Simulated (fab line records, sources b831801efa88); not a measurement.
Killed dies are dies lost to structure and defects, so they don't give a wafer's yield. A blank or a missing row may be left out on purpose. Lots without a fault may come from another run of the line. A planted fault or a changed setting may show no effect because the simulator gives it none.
Which tool did it? | flow sky130 | 13 lots, 39 wafers sampled, at 4 steps of a route of 708

WHAT THE GAUGES READ, wafer by wafer
SKY_VIA3_BOW_MEAS_03.
lot  | measured     | on            | VIA3_BOW (um)
L232 | day 38 15:49 | film_metro-04 | 78 83 69
L233 | day 38 17:18 | film_metro-02 | 76 76 79
L234 | day 39 09:01 | film_metro-02 | 85 102 80
L235 | day 39 12:27 | film_metro-03 | 75 73 66
L236 | day 39 22:19 | film_metro-04 | 80 81 65
L237 | day 39 23:17 | film_metro-04 | 86 76 74
L238 | day 40 14:51 | film_metro-02 | 81 85 66
L242 | day 41 13:56 | film_metro-03 | 75 86 71
L243 | day 41 19:23 | film_metro-02 | 83 82 72
L244 | day 42 09:21 | film_metro-04 | 88 81 86
L247 | day 43 02:29 | film_metro-04 | 84 84 93
L253 | day 44 18:52 | film_metro-02 | 78 85 84
L255 | day 45 10:02 | film_metro-03 | 80 78 69

SKY_CAP2M_THK_MEAS_01.
lot  | measured     | on            | CAP2M_CVD_00_THK (nm)
L232 | day 39 18:19 | film_metro-04 | 15.33 15.43 15.31
L233 | day 39 19:34 | film_metro-03 | 15.38 15.37 15.50
L234 | day 40 12:54 | film_metro-04 | 15.21 15.31 15.56
L235 | day 40 15:20 | film_metro-03 | 15.22 15.29 15.65
L236 | day 40 23:50 | film_metro-01 | 15.12 15.35 15.56
L237 | day 41 01:04 | film_metro-03 | 15.33 15.63 15.41
L238 | day 41 16:25 | film_metro-03 | 15.61 15.68 15.54
L242 | day 42 14:52 | film_metro-01 | 15.55 15.42 15.80
L243 | day 42 20:37 | film_metro-04 | 15.33 15.33 15.32
L244 | day 43 10:23 | film_metro-01 | 15.29 15.31 15.60
L247 | day 44 03:31 | film_metro-04 | 15.60 15.40 15.59
L253 | day 45 18:04 | film_metro-03 | 15.41 15.22 15.38
L255 | day 46 08:35 | film_metro-01 | 15.50 15.41 15.64

SKY_VIA4_THK_MEAS_01.
lot  | measured     | on            | VIA4_HDPCVD_THK (nm)
L232 | day 41 20:32 | film_metro-02 | 1766 1729 1739
L233 | day 41 22:39 | film_metro-01 | 1747 1761 1722
L234 | day 42 13:41 | film_metro-04 | 1755 1764 1756
L235 | day 42 16:05 | film_metro-04 | 1757 1738 1719
L236 | day 43 01:03 | film_metro-01 | 1755 1747 1789
L237 | day 43 01:11 | film_metro-02 | 1746 1784 1746
L238 | day 43 16:18 | film_metro-04 | 1736 1711 1727
L242 | day 44 16:11 | film_metro-01 | 1752 1752 1746
L243 | day 44 19:42 | film_metro-01 | 1741 1735 1757
L244 | day 45 08:24 | film_metro-04 | 1731 1738 1750
L247 | day 46 00:45 | film_metro-02 | 1732 1777 1750
L253 | day 47 13:22 | film_metro-02 | 1775 1769 1780
L255 | day 48 02:47 | film_metro-01 | 1761 1765 1759

WHICH TOOL RAN EACH LOT (tool, then ch and the chambers of the sampled wafers, then the start)
lot  | SKY_VIA3_CLEAN_19
L232 | wet_bench-03 ch 2, day 39 17:22
L233 | wet_bench-01 ch 3, day 39 18:37
L234 | wet_bench-01 ch 2, day 40 11:56
L235 | wet_bench-04 ch 2, day 40 14:16
L236 | wet_bench-04 ch 1, day 40 22:49
L237 | wet_bench-04 ch 0, day 41 00:01
L238 | wet_bench-01 ch 3, day 41 15:19
L242 | wet_bench-01 ch 2, day 42 13:56
L243 | wet_bench-01 ch 1, day 42 19:39
L244 | wet_bench-03 ch 3, day 43 09:05
L247 | wet_bench-03 ch 0, day 44 02:28
L253 | wet_bench-04 ch 1, day 45 17:07
L255 | wet_bench-04 ch 1, day 46 07:39
- SKY_VIA3_CLEAN_19: cleans in O3/DIW.

WHAT THE TOOLS THEMSELVES READ (means of the sampled wafers that have a number; where no wafer has one, the mark that the record gives instead)
The record holds no such reading with a usual standard deviation.

THE ANSWER, worked out from the rows above alone
Rule: what is usual is taken from the lots themselves. Put in order of their means at a reading, lots are off if they are a third of the lots or fewer, leave a main group of 4 or more, and stand apart from it by a gap of 3 or more times the standard deviation of the main group's means; of several such gaps the widest counts. A main group whose means are all the same, to the digits that the tables above print for the reading, isn't used. A lot without any number at a reading at which 4 lots or more have one is off too. The other lots that the step has rows for count as sound. The gauges are gone through in route order, then the tools' own readings, and for those a lot's mean is taken as printed above. The first step at which some lot is off is used, and at that step the reading that is off furthest; a lot without a number counts as furthest.
No lot is off at any reading shown: from this, nothing can be told.

WHAT THE SIMULATOR HAD PUT IN
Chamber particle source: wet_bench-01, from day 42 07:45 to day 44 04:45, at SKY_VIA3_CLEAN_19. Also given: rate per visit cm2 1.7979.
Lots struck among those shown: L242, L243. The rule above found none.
